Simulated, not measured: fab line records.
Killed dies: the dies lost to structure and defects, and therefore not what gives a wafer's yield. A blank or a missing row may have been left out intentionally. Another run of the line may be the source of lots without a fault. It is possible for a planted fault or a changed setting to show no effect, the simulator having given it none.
What tool caused it?	flow gf180mcu	Sampling: 24 lots, 72 wafers, 2 of 602 route steps

WHAT THE GAUGES READ, wafer by wafer
GF_V3_RS_MEAS_24: measures by four-point-probe. Usual: for V3_W_RS the level is 0.327 ohm/sq and the standard deviation is 0.0039.
lot	measured	on	V3_W_RS (ohm/sq)	flag
L074	day 23 02:37	filmMetro-01	0.329 0.328 0.333	
L075	day 23 02:51	filmMetro-03	0.327 0.328 0.321	
L076	day 23 15:04	filmMetro-03	0.334 0.332 0.338	
L077	day 23 20:50	filmMetro-01	0.330 0.328 0.328	
L078	day 24 01:43	filmMetro-01	0.328 0.335 0.331	
L079	day 24 04:20	filmMetro-03	0.325 0.323 0.326	
L080	day 24 16:51	filmMetro-02	0.328 0.329 0.333	
L081	day 24 23:26	filmMetro-02	0.332 0.330 0.324	
L082	day 25 11:20	filmMetro-03	0.327 0.325 0.326	
L083	day 26 05:05	filmMetro-03	0.332 0.336 0.337	
L084	day 26 06:39	filmMetro-01	0.334 0.332 0.333	
L085	day 26 10:43	filmMetro-02	0.332 0.330 0.331	
L086	day 26 19:03	filmMetro-03	0.322 0.326 0.327	
L087	day 27 04:06	filmMetro-03	0.318 0.326 0.319	
L088	day 27 10:33	filmMetro-03	0.327 0.330 0.331	
L089	day 27 12:13	filmMetro-03	0.326 0.320 0.328	
L090	day 27 18:02	filmMetro-03	0.327 0.324 0.329	
L091	day 28 04:02	filmMetro-03	0.322 0.322 0.325	
L092	day 28 08:02	filmMetro-01	0.323 0.327 0.324	
L093	day 28 21:56	filmMetro-01	0.326 0.332 0.324	
L094	day 29 01:38	filmMetro-02	0.328 0.328 0.327	
L095	day 29 08:27	filmMetro-01	0.322 0.327 0.325	
L096	day 29 14:52	filmMetro-03	0.321 0.324 0.323	
L097	day 29 18:59	filmMetro-01	0.323 0.330 0.328	

GF_M4_OVL_MEAS_15. Usual: for M4_OVL the level is -4 nm and the standard deviation is 4.6.
lot	measured	on	M4_OVL (nm)	flag
L074	day 24 01:40	overlay-02	-7 -3 -5	
L075	day 24 02:00	overlay-02	-3 -8 -8	
L076	day 24 14:08	overlay-01	-9 -9 -10	
L077	day 24 19:42	overlay-01	-9 -12 -9	
L078	day 25 00:17	overlay-01	-4 0 -3	
L079	day 25 02:47	overlay-02	-2 -7 -1	
L080	day 25 15:29	overlay-01	0 -2 -7	
L081	day 25 21:17	overlay-02	-9 -8 -7	
L082	day 26 08:41	overlay-01	-6 -13 -11	
L083	day 27 02:01	overlay-01	-2 -1 -8	
L084	day 27 03:42	overlay-02	2 -2 -5	
L085	day 27 07:05	overlay-01	-3 -2 -2	
L086	day 27 15:29	overlay-01	-10 2 5	
L087	day 28 01:13	overlay-02	-3 2 -2	
L088	day 28 06:34	overlay-02	-2 -3 -6	
L089	day 28 09:35	overlay-02	-1 -2 4	
L090	day 28 15:05	overlay-02	-2 -7 -5	
L091	day 29 00:47	overlay-02	-2 -4 1	
L092	day 29 04:46	overlay-02	-7 -8 -4	
L093	day 29 17:13	overlay-02	-7 -3 0	
L094	day 29 21:35	overlay-01	-7 -7 -10	
L095	day 30 04:44	overlay-02	-3 0 0	
L096	day 30 10:24	overlay-02	2 -4 -4	
L097	day 30 14:38	overlay-01	-4 -9 -14	

TOOL THAT RAN EACH LOT (tool first, then ch and the chambers of the sampled wafers, then the start)
There is no process step in the record ahead of these readings.

AS READ BY THE TOOLS THEMSELVES (means over the sampled wafers that have a number; for cases with no such wafer, the mark the record gives instead)
The record holds no such reading with a usual standard deviation.

THE ANSWER, worked out from the rows above alone
Rule: take the mean of a lot's wafers that have a number; if it is more than 3 standard deviations from the usual mean, the lot is off. A lot without any number at a reading at which 4 lots or more have one is off too. Any other lot the step has rows for is counted as sound. After the gauges, taken in route order, come the tools' own readings; for these a lot's mean is taken, as printed above. At the first step where some lot is off, the reading lying furthest off is the one used; lots without a number count as furthest.
No lot is off on any of the readings shown, so nothing can be concluded from this.

WHAT THE SIMULATOR PUT IN
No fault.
